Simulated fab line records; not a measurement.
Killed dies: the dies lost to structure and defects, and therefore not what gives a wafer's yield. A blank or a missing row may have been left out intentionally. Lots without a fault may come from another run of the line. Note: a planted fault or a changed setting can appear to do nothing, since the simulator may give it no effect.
Chamber matching ; flow sfq line ; SFQ_TRILAYER_I0_DEP_PECVD_027 on pecvd-02 has 3 sister chambers
The step deposits SiO2 from SiH4/N2O, time 111.11 s, target thk 500 nm. 14 wafers are shown with their chamber, then 7 later ones without.

EACH WAFER AND ITS CHAMBER
wafer;chamber;throttle valve pct (%);heater power w (W);chamber pressure Torr (Torr)
L194.3;2;24.8;114;2.403
L194.5;1;25.2;85;2.407
L194.6;0;25.8;98;2.382
L195.4;2;24.8;119;2.404
L195.5;1;25.2;80;2.400
L195.6;0;25.9;103;2.407
L199.2;1;25.3;96;2.394
L199.3;0;26.0;111;2.402
L199.4;2;24.5;113;2.396
L203.2;0;25.8;106;2.396
L203.4;0;25.9;109;2.395
L203.6;1;25.1;79;2.394
L206.1;0;26.0;109;2.401
L206.4;1;25.1;95;2.392

SIGNATURES (averages over the wafers above)
reading;chamber 0;chamber 1;chamber 2;scatter within a chamber
throttle valve pct;25.900;25.180;24.700;0.108
heater power w;106.00;87.00;115.33;6.02
chamber pressure Torr;2.39717;2.39740;2.40100;0.00714
Rule: for each reading, subtract the chamber's mean from the wafer's reading, divide by that reading's scatter and square the result; add these up over the readings and take the root, which gives the wafer's distance from the chamber. If the next closest chamber is less than 2 further off than the closest, the wafer can't be placed; otherwise it belongs to the closest. The scatter: take each reading less its chamber's mean, square it, sum over the shown wafers, divide by the number of wafers less the number of chambers, and take the root.

WAFERS WITHOUT THEIR CHAMBER
wafer;throttle valve pct (%);heater power w (W);chamber pressure Torr (Torr)
L206.6;25.0;93;2.398
L207.1;24.9;111;2.396
L207.5;26.0;112;2.405
L207.6;25.2;88;2.394
L208.2;25.4;91;2.402
L208.4;25.3;95;2.394
L208.5;25.8;108;2.398

CHAMBER TAKEN BY EACH
wafer;from the rows above;in truth
L206.6;1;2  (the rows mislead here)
L207.1;2;2
L207.5;0;0
L207.6;1;1
L208.2;1;1
L208.4;1;1
L208.5;0;0
6 of 7 placed correctly. Left unplaced by these rows: 0. Wrongly placed: 1.
